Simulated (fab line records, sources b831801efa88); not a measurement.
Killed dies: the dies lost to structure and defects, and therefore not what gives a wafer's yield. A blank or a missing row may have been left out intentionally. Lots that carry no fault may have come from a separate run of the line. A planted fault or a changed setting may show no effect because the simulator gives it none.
Which tool did it? -- flow gf180mcu -- 39 wafers from 13 lots sampled at 4 of the route's 602 steps

WHAT THE GAUGES READ, wafer by wafer
GF_V2_CD_MEAS_14: the cd target is 260 nm.
lot,measured,on,cd-nm (nm)
L179,day 20 04:00,cd-sem-01,259.0 259.6 260.3
L181,day 20 18:36,cd-sem-01,263.7 262.8 262.8
L186,day 22 19:19,cd-sem-02,257.6 258.4 258.3
L187,day 23 01:33,cd-sem-01,260.4 260.4 261.4
L191,day 24 08:48,cd-sem-02,260.8 260.6 261.5
L192,day 25 04:10,cd-sem-02,259.1 259.7 258.4
L193,day 25 07:25,cd-sem-02,262.0 260.8 261.3
L194,day 25 15:27,cd-sem-01,256.0 257.5 257.7
L196,day 26 04:57,cd-sem-02,258.2 259.3 259.3
L198,day 26 21:46,cd-sem-01,261.8 259.0 260.0
L202,day 27 20:40,cd-sem-02,259.7 260.7 261.5

WHAT TOOL EACH LOT RAN ON (gives the tool, then ch and the chambers of the sampled wafers, and finally the start)
lot,GF_SAB_STRIP_13,GF_M2_METAL_ETCH_16,GF_M2_STRIP_17
L179,"plasma-asher-02 ch 0,1, day 15 01:31","rie-metal-01 ch 0,1, day 19 02:12","plasma-asher-03 ch 0,1, day 19 02:20"
L181,"plasma-asher-03 ch 0,1, day 15 14:07","rie-metal-02 ch 0,1, day 19 17:30","plasma-asher-04 ch 0,1, day 19 17:38"
L184,"plasma-asher-03 ch 0,1, day 16 16:54",-,-
L185,"plasma-asher-03 ch 0,1, day 17 05:16",-,-
L186,"plasma-asher-03 ch 0,1, day 17 13:46","rie-metal-03 ch 0,1, day 21 19:19","plasma-asher-02 ch 0,1, day 21 19:26"
L187,"plasma-asher-04 ch 0,1, day 17 19:31","rie-metal-01 ch 0,1, day 22 00:39","plasma-asher-03 ch 0,1, day 22 00:47"
L191,"plasma-asher-03 ch 0,1, day 19 04:46","rie-metal-01 ch 0, day 23 08:24","plasma-asher-04 ch 0,1, day 23 08:40"
L192,"plasma-asher-03 ch 0,1, day 20 01:19","rie-metal-02 ch 0,1, day 24 04:54","plasma-asher-04 ch 0,1, day 24 05:02"
L193,"plasma-asher-02 ch 0,1, day 20 05:15","rie-metal-02 ch 0,1, day 24 07:57","plasma-asher-03 ch 0,1, day 24 08:05"
L194,"plasma-asher-04 ch 0,1, day 20 11:21","rie-metal-02 ch 0,1, day 24 15:37","plasma-asher-04 ch 0,1, day 24 15:44"
L196,"plasma-asher-03 ch 0,1, day 21 04:55","rie-metal-02 ch 0,1, day 25 06:54","plasma-asher-03 ch 0,1, day 25 07:02"
L198,"plasma-asher-03 ch 0,1, day 21 21:21","rie-metal-01 ch 0, day 25 23:09","plasma-asher-02 ch 0, day 25 23:17"
L202,"plasma-asher-04 ch 0,1, day 23 02:50","rie-metal-02 ch 1, day 26 23:21","plasma-asher-02 ch 0,1, day 26 23:31"
- GF_SAB_STRIP_13: strips in O2/N2.
- GF_M2_METAL_ETCH_16: etches the open film in Cl2/BCl3, stops on SiO2, target depth 750.8 nm, time 125.1 s.
- GF_M2_STRIP_17: strips in O2/N2.

AS READ BY THE TOOLS THEMSELVES (means over the sampled wafers that have a number; for cases with no such wafer, the mark the record gives instead)
GF_SAB_STRIP_13.
lot,tool,chamber-pressure-mTorr (mTorr),drypump-motor-current-A (A),heater-power-w (W),oes-product-au (a.u.),strip-time-to-endpoint-s (s)
L179,plasma-asher-02,1500.0,5.7,352,0.707,12.59
L181,plasma-asher-03,1500.2,6.1,328,0.712,12.58
L184,plasma-asher-03,-,-,-,-,-
L185,plasma-asher-03,-,-,-,-,-
L186,plasma-asher-03,1498.9,6.1,327,0.710,12.60
L187,plasma-asher-04,1499.7,5.5,308,0.710,12.65
L191,plasma-asher-03,1499.9,6.1,333,0.708,12.63
L192,plasma-asher-03,1499.2,6.3,329,0.707,12.58
L193,plasma-asher-02,1500.5,5.5,328,0.703,12.62
L194,plasma-asher-04,1500.7,5.5,307,0.706,12.62
L196,plasma-asher-03,1499.9,6.3,325,0.707,12.60
L198,plasma-asher-03,1499.6,6.3,324,0.706,12.63
L202,plasma-asher-04,1500.6,5.5,334,0.714,12.57

GF_M2_METAL_ETCH_16.
lot,tool,drypump-motor-current-A (A),oes-product-au (a.u.),throttle-valve-pct (%)
L179,rie-metal-01,5.45,0.992,28.225
L181,rie-metal-02,5.21,0.997,28.222
L186,rie-metal-03,5.46,0.991,28.228
L187,rie-metal-01,5.45,0.999,28.232
L191,rie-metal-01,5.36,0.997,28.225
L192,rie-metal-02,5.19,0.998,28.228
L193,rie-metal-02,5.19,0.992,28.227
L194,rie-metal-02,5.07,0.990,28.233
L196,rie-metal-02,5.07,0.989,28.228
L198,rie-metal-01,5.36,0.990,28.236
L202,rie-metal-02,4.97,0.991,28.225

GF_M2_STRIP_17.
lot,tool,chamber-pressure-mTorr (mTorr),drypump-motor-current-A (A),heater-power-w (W),oes-product-au (a.u.),strip-time-to-endpoint-s (s)
L179,plasma-asher-03,1498.7,6.3,324,0.536,7.41
L181,plasma-asher-04,1500.6,5.5,306,0.534,7.33
L186,plasma-asher-02,1498.8,5.5,321,0.535,7.32
L187,plasma-asher-03,1499.5,6.3,323,0.535,7.35
L191,plasma-asher-04,1501.2,5.6,335,0.534,7.34
L192,plasma-asher-04,1500.7,5.5,337,0.534,7.34
L193,plasma-asher-03,1500.4,6.3,320,0.538,7.37
L194,plasma-asher-04,1499.6,5.5,315,0.544,7.42
L196,plasma-asher-03,1499.8,6.3,331,0.539,7.36
L198,plasma-asher-02,1498.9,5.4,299,0.535,7.34
L202,plasma-asher-02,1499.0,5.7,351,0.541,7.41

THE ANSWER, worked out from the rows above alone
Rule: usual is defined by the lots themselves. The widest of any qualifying gaps counts: lots, ordered by their means at a reading, are off when they make up no more than a third of the lots, leave a main group of 4 or more, and stand apart from it by 3 or more times the standard deviation of that group's means. A main group whose means are all the same, to the digits that the tables above print for the reading, isn't used. Also off: a lot with no number at a reading for which 4 or more lots have one. The other lots that the step has rows for count as sound. First the gauges in route order, then the tools' own readings, where a lot's mean is used as printed above. At the first step where some lot is off, the reading lying furthest off is the one used; lots without a number count as furthest.
Off at GF_SAB_STRIP_13 (chamber-pressure-mTorr): L184, L185. Without a number there: L184, L185. Main group: mean 1499.9 mTorr, sd 0.54.
A tool fits if, at that step or a process step before it, it ran every lot that is off, and no sound lot after the first of them. Of those tried, none fits.

WHAT THE SIMULATOR HAD PUT IN
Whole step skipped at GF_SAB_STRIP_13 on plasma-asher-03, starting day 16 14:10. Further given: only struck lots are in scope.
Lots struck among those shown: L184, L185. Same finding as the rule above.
